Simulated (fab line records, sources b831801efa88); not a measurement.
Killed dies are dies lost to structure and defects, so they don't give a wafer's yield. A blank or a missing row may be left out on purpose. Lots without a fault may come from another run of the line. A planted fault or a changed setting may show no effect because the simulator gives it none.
fab line records | flow sfq_line
record lots=14 wafers=42 last_day=80
route steps=325 shown L0@3
lots that met no fault: from a run of the same line without faults
start_h: hours from the record's first day to the start of the lot's first wafer shown | wait_h: hours since the lot's step before | " the same as in the row above | L1.1+2: a row that stands for several wafers | - no value, or no start given | * or withheld: withheld | < > ~ a bound
route shown NAME@n: a module of which the file shows steps, and the number in the route of the first | usual: mean/standard deviation of fault-free wafers | same: alike in all rows | chamber/n: place in a boat | sites: the reading at each site | _std_site: their standard deviation | _edge_site: outer sites' mean less inner sites' | radius_mm: how far each site lies from the wafer's centre | mask NAME#n: copy n | behind: the tool/chamber that last shaped the wafer | hold: why the lot was held/for how many hours/how that ended | device: the transistor (n, p or np) that didn't switch | end of line: the same wafers' tests at the end of the route | a step without rows: its recipe alone | killed: dies lost to structure and defects at the first sort, not the wafer's yield | map: a wafer's dies, x killed, . not, _ none there
set.NAME: the setting as run; set.NAME@STEP: as run at that earlier step | model.NAME: the simulator's own value behind a step, which no gauge read
steps of the route over a sample of lots; a table a step, a row a wafer
services: from which hour (start_h, from the record's first day; less than 0 if before it) a tool's chamber was out of use, for how many hours, and why
## steps
# step SFQ_TRILAYER_L0_DEP_SPUTTER_003
# recipe material=MoNx_KI base_pressure_pa=1.33e-06 target_thk_nm=40 power_w=800 time_s=100 chamber_pressure_pa=0.4
# usual chamber_pressure_pa=0.3999/0.00074 throttle_valve_pct=30.4/1.1
# columns lot.wafer tool chamber start_h wait_h chamber_pressure_pa throttle_valve_pct
L990.1 pvd_sputter-04 - 17.49 0.0 0.4010 30.0
L990.5 " - " " 0.3986 31.7
L990.6 " - " " 0.4000 31.1
L991.2 pvd_sputter-06 - 22.49 0.0 0.4008 30.9
L991.3 " - " " 0.3998 28.2
L991.4 " - " " 0.4003 28.4
L992.1 pvd_sputter-05 - 27.49 0.0 0.3998 30.4
L992.2 " - " " 0.4001 31.7
L992.5 " - " " 0.3997 30.3
L993.4 pvd_sputter-04 - 32.49 0.0 0.4010 31.2
L993.5 " - " " 0.3990 30.5
L993.6 " - " " 0.3997 29.9
L994.3 pvd_sputter-04 - 37.49 0.0 0.3984 31.7
L994.4 " - " " 0.3998 31.1
L994.6 " - " " 0.3996 30.1
L995.1 pvd_sputter-06 - 42.49 0.0 0.4005 29.3
L995.2 " - " " 0.3997 28.4
L995.4 " - " " 0.3997 28.1
L996.1 pvd_sputter-04 - 47.49 0.0 0.3998 30.8
L996.3 " - " " 0.3998 31.6
L996.5 " - " " 0.3999 31.1
L997.3 pvd_sputter-05 - 52.49 0.0 0.3995 31.3
L997.4 " - " " 0.4006 30.5
L997.5 " - " " 0.3992 31.8
L100.1 pvd_sputter-05 - 67.49 0.0 0.4002 31.9
L100.2 " - " " 0.4002 30.7
L100.4 " - " " 0.3989 30.1
L101.1 pvd_sputter-05 - 72.49 0.0 0.4571 29.7
L101.3 " - " " 0.4578 28.2
L101.4 " - " " 0.4576 28.8
L102.1 pvd_sputter-06 - 77.49 0.0 0.4015 29.2
L102.4 " - " " 0.4003 31.0
L102.5 " - " " 0.3986 31.0
L107.1 pvd_sputter-05 - 102.49 0.0 0.4554 28.1
L107.4 " - " " 0.4579 28.8
L107.6 " - " " 0.4574 29.6
L108.2 pvd_sputter-04 - 107.49 0.0 0.3996 30.4
L108.3 " - " " 0.4009 31.4
L108.5 " - " " 0.3991 31.2
L111.2 pvd_sputter-04 - 122.49 0.0 0.3992 30.0
L111.4 " - " " 0.3985 31.6
L111.6 " - " " 0.4000 31.1
## services
# columns tool chamber start_h hours kind
pvd_sputter-05 - 89.18 1.8 repair
pvd_sputter-06 - 102.04 9.1 repair
## key
first_sign step=SFQ_TRILAYER_L0_DEP_SPUTTER_003 reading=chamber_pressure_pa direction=up sigmas=77 usual=0.3999 struck=0.4572
effect none on later readings
met_at SFQ_TRILAYER_L0_DEP_SPUTTER_003
struck_lots L101,L107
onset_between 67.49 72.49
fault kind=process_parameter_drift tool=pvd_sputter-05 chamber=- onset_h=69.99 steps=SFQ_TRILAYER_L0_DEP_SPUTTER_003 channel=chamber_pressure_pa offset=0.057344 shape=step end_h=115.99 acts_in=these_recipes_only stated=0.4
